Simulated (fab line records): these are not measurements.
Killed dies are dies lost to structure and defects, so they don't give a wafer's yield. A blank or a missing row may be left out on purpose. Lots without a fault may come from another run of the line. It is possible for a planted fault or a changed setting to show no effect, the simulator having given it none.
What tool caused it? :: flow sky130 :: 10 lots with 30 wafers sampled at 2 steps, on a route of 708 steps

== WHAT EACH GAUGE READ, for each wafer ==
SKY_GATE_OXIDE_THK_MEAS_02.
lot: L609
measured: day 13 12:55
on: film metro-01
GATE_OXIDE_OXIDATION_00_THK (nm): 10.28 10.07 10.31

lot: L612
measured: day 14 10:21
on: film metro-03
GATE_OXIDE_OXIDATION_00_THK (nm): 10.22 10.14 10.18

lot: L613
measured: day 14 16:26
on: film metro-01
GATE_OXIDE_OXIDATION_00_THK (nm): 10.26 10.11 10.16

lot: L617
measured: day 16 05:44
on: film metro-02
GATE_OXIDE_OXIDATION_00_THK (nm): 10.01 9.72 9.39

lot: L618
measured: day 16 07:08
on: film metro-03
GATE_OXIDE_OXIDATION_00_THK (nm): 9.45 10.13 10.01

lot: L624
measured: day 18 12:00
on: film metro-01
GATE_OXIDE_OXIDATION_00_THK (nm): 10.43 10.39 10.33

lot: L627
measured: day 19 19:09
on: film metro-02
GATE_OXIDE_OXIDATION_00_THK (nm): 10.23 10.42 10.10

lot: L628
measured: day 19 22:15
on: film metro-01
GATE_OXIDE_OXIDATION_00_THK (nm): 9.92 10.16 10.00

lot: L629
measured: day 20 08:33
on: film metro-03
GATE_OXIDE_OXIDATION_00_THK (nm): 10.19 10.27 10.28

lot: L630
measured: day 20 13:44
on: film metro-03
GATE_OXIDE_OXIDATION_00_THK (nm): 10.28 10.31 10.33

== TOOL THAT RAN EACH LOT (tool first, then ch and the chambers of the sampled wafers, then the start) ==
lot: L609
SKY_GATE_OXIDE_OXIDATION_01: furnace-02 ch 0, day 13 11:30

lot: L612
SKY_GATE_OXIDE_OXIDATION_01: furnace-01 ch 0, day 14 08:56

lot: L613
SKY_GATE_OXIDE_OXIDATION_01: furnace-01 ch 0, day 14 15:02

lot: L617
SKY_GATE_OXIDE_OXIDATION_01: furnace-02 ch 0, day 16 04:19

lot: L618
SKY_GATE_OXIDE_OXIDATION_01: furnace-02 ch 0, day 16 05:43

lot: L624
SKY_GATE_OXIDE_OXIDATION_01: furnace-01 ch 0, day 18 10:35

lot: L627
SKY_GATE_OXIDE_OXIDATION_01: furnace-02 ch 0, day 19 17:43

lot: L628
SKY_GATE_OXIDE_OXIDATION_01: furnace-02 ch 0, day 19 20:49

lot: L629
SKY_GATE_OXIDE_OXIDATION_01: furnace-01 ch 0, day 20 07:07

lot: L630
SKY_GATE_OXIDE_OXIDATION_01: furnace-02 ch 0, day 20 12:19
- SKY_GATE_OXIDE_OXIDATION_01: stabilise 600 s, purge 300 s, target thk 10.268 nm.

== THE ANSWER, worked out from the rows above alone ==
Rule: usual is defined by the lots themselves. Put in order of their means at a reading, lots are off if they are a third of the lots or fewer, leave a main group of 4 or more, and stand apart from it by a gap of 3 or more times the standard deviation of the main group's means; of several such gaps the widest counts. A main group is skipped when, at the precision printed for the reading in the tables above, its means are all equal. A lot without any number at a reading at which 4 lots or more have one is off too. All remaining lots with rows at the step are treated as sound.
Nothing can be told from this: no lot is off at any reading shown.

== WHAT THE SIMULATOR PUT IN ==
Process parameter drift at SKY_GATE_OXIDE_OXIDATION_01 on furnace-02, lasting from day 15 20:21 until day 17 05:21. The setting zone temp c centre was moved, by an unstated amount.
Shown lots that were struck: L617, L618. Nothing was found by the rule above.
